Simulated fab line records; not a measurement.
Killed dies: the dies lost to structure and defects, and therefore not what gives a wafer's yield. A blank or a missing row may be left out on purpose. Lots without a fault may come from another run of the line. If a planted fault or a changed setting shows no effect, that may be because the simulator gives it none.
2 desks looking at one fault / flow gf180mcu / each desk holds nothing but its own numbers, with what lay behind them at the end

FROM THE METROLOGY DESK
Lot by lot, what the gauges showed, no matter which tool ran the lot: averages of those sampled wafers that carry a number. Marked OUT: a lot whose mean sits more than 4 standard deviations from the usual mean, which makes it out of limits; the brackets give that distance.
Columns: A = V1_W_RS at GF_V1_RS_MEAS_24, usual 0.328 ohm/sq; B = V1_W_THK at GF_V1_THK_MEAS_25, usual 348 nm; C = M2_ALCU_RS at GF_M2_RS_MEAS_05, usual 0.0694 ohm/sq; D = M2_ALCU_THK at GF_M2_THK_MEAS_06, usual 452 nm
lot=L489; first seen here=day 17 21:31; A=0.335; B=338; C=0.0681; D=461
lot=L490; first seen here=day 18 06:54; A=0.327; B=355; C=0.0696; D=451
lot=L499; first seen here=day 22 19:34; A=0.322; B=352; C=0.0691; D=452
lot=L506; first seen here=day 24 09:17; A=0.327; B=355; C=0.0703; D=446
lot=L507; first seen here=day 24 22:11; A=0.325; B=350; C=0.0730; D=428
lot=L510; first seen here=day 25 12:46; A=0.330; B=347; C=0.0731; D=429
Result from this desk: across the 6 lots, nothing is out of limits.

TOOL OWNER'S DESK, pvd-sputter-03
The tool's own readings at GF_M2_SPUTTER_02 (material AlCu, target thk 450 nm, time 23.9 s): means of the sampled wafers that have a number, for each lot that ran on this tool. Marked OUT: a lot whose mean sits more than 4 standard deviations from the usual mean, which makes it out of limits; the brackets give that distance.
Columns: A = cathode-dc-power-W at GF_M2_SPUTTER_02, usual 10600 W; B = throttle-valve-pct at GF_M2_SPUTTER_02, usual 29.5 %
lot=L490; first seen here=day 18 07:28; A=10599; B=29.9
lot=L507; first seen here=day 24 22:55; A=10096 (-99 or more) OUT; B=28.7
lot=L510; first seen here=day 25 13:21; A=10098 (-99 or more) OUT; B=30.8
This desk's finding: out of limits on L507, L510; first on L507, day 24 22:55 (cathode-dc-power-W at GF_M2_SPUTTER_02). Within limits: L490.

BROUGHT TOGETHER
The tool owner's desk could have raised an alarm at day 24 22:55, on L507, L510.
Metrology desk: nothing out of limits seen.
The metrology desk holds a record of L507, L510, inside its limits.
Every lot named ran GF_M2_SPUTTER_02 on pvd-sputter-03.

WHAT THE SIMULATOR HAD PUT IN
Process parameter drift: pvd-sputter-03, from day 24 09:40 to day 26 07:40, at GF_M2_SPUTTER_02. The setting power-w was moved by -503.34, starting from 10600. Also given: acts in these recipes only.
Lots struck among those shown: L507, L510.
Time in hours from fault onset to the first out-of-limits reading at each desk: the tool owner's desk, 13.
